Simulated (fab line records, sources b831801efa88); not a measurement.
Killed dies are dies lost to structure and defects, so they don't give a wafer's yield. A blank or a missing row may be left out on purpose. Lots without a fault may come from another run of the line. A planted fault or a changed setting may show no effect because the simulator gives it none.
Which tool did it? | flow sky130 | 11 lots, 33 wafers sampled, at 3 steps of a route of 708

WHAT THE GAUGES READ, wafer by wafer
SKY_SD_P_TW_MEAS_11.
lot  | measured     | on            | SD_P_TW
L768 | day 25 07:46 | film_metro-02 | 2845 2833 2833
L770 | day 26 04:34 | film_metro-01 | 2861 2826 2846
L771 | day 26 07:03 | film_metro-02 | 2848 2846 2839
L773 | day 27 09:47 | film_metro-02 | 2828 2827 2825
L777 | day 28 13:50 | film_metro-02 | 2845 2851 2844
L778 | day 29 01:39 | film_metro-02 | 2838 2837 2841
L779 | day 29 08:43 | film_metro-01 | 2852 2855 2858
L780 | day 29 12:26 | film_metro-01 | 2869 2870 2857
L782 | day 30 05:13 | film_metro-02 | 2842 2823 2838
L784 | day 30 18:14 | film_metro-01 | 2694 2676 2694 2684 2682 2672
L785 | day 31 02:50 | film_metro-01 | 2691 2688 2692 2679 2687 2706

WHICH TOOL RAN EACH LOT (tool, then ch and the chambers of the sampled wafers, then the start)
lot  | SKY_SD_P_IMPLANT_09             | SKY_SD_P_STRIP_10
L768 | implanter-04 ch 0, day 25 07:31 | plasma_asher-02 ch 0,1, day 25 07:40
L770 | implanter-02 ch 0, day 26 04:20 | plasma_asher-03 ch 0,1, day 26 04:27
L771 | implanter-02 ch 0, day 26 06:48 | plasma_asher-02 ch 0,1, day 26 06:57
L773 | implanter-04 ch 0, day 27 09:33 | plasma_asher-04 ch 0,1, day 27 09:41
L777 | implanter-02 ch 0, day 28 13:35 | plasma_asher-03 ch 0,1, day 28 13:44
L778 | implanter-02 ch 0, day 29 01:26 | plasma_asher-03 ch 0,1, day 29 01:34
L779 | implanter-02 ch 0, day 29 08:28 | plasma_asher-03 ch 0,1, day 29 08:37
L780 | implanter-02 ch 0, day 29 12:13 | plasma_asher-02 ch 0,1, day 29 12:21
L782 | implanter-01 ch 0, day 30 04:59 | plasma_asher-04 ch 0,1, day 30 05:06
L784 | implanter-02 ch 0, day 30 17:59 | plasma_asher-02 ch 0,1, day 30 18:07
L785 | implanter-02 ch 0, day 31 02:35 | plasma_asher-03 ch 0,1, day 31 02:44
- SKY_SD_P_IMPLANT_09
- SKY_SD_P_STRIP_10: strips in O2/N2.

THE ANSWER, worked out from the rows above alone
Rule: what is usual is taken from the lots themselves. Put in order of their means at a reading, lots are off if they are a third of the lots or fewer, leave a main group of 4 or more, and stand apart from it by a gap of 3 or more times the standard deviation of the main group's means; of several such gaps the widest counts. A main group whose means are all the same, to the digits that the tables above print for the reading, isn't used. A lot without any number at a reading at which 4 lots or more have one is off too. The other lots that the step has rows for count as sound.
Off: L784, L785, at SKY_SD_P_TW_MEAS_11 (SD_P_TW). The main group: mean 2844, standard deviation 11.
A tool fits if, at a process step before that reading, it ran every lot that is off, and no sound lot after the first of them. The gauges at SKY_SD_P_TW_MEAS_11 are tried like those tools. Can't be told from this: 2 tools fit, implanter-02 at SKY_SD_P_IMPLANT_09, film_metro-01 at SKY_SD_P_TW_MEAS_11.

WHAT THE SIMULATOR HAD PUT IN
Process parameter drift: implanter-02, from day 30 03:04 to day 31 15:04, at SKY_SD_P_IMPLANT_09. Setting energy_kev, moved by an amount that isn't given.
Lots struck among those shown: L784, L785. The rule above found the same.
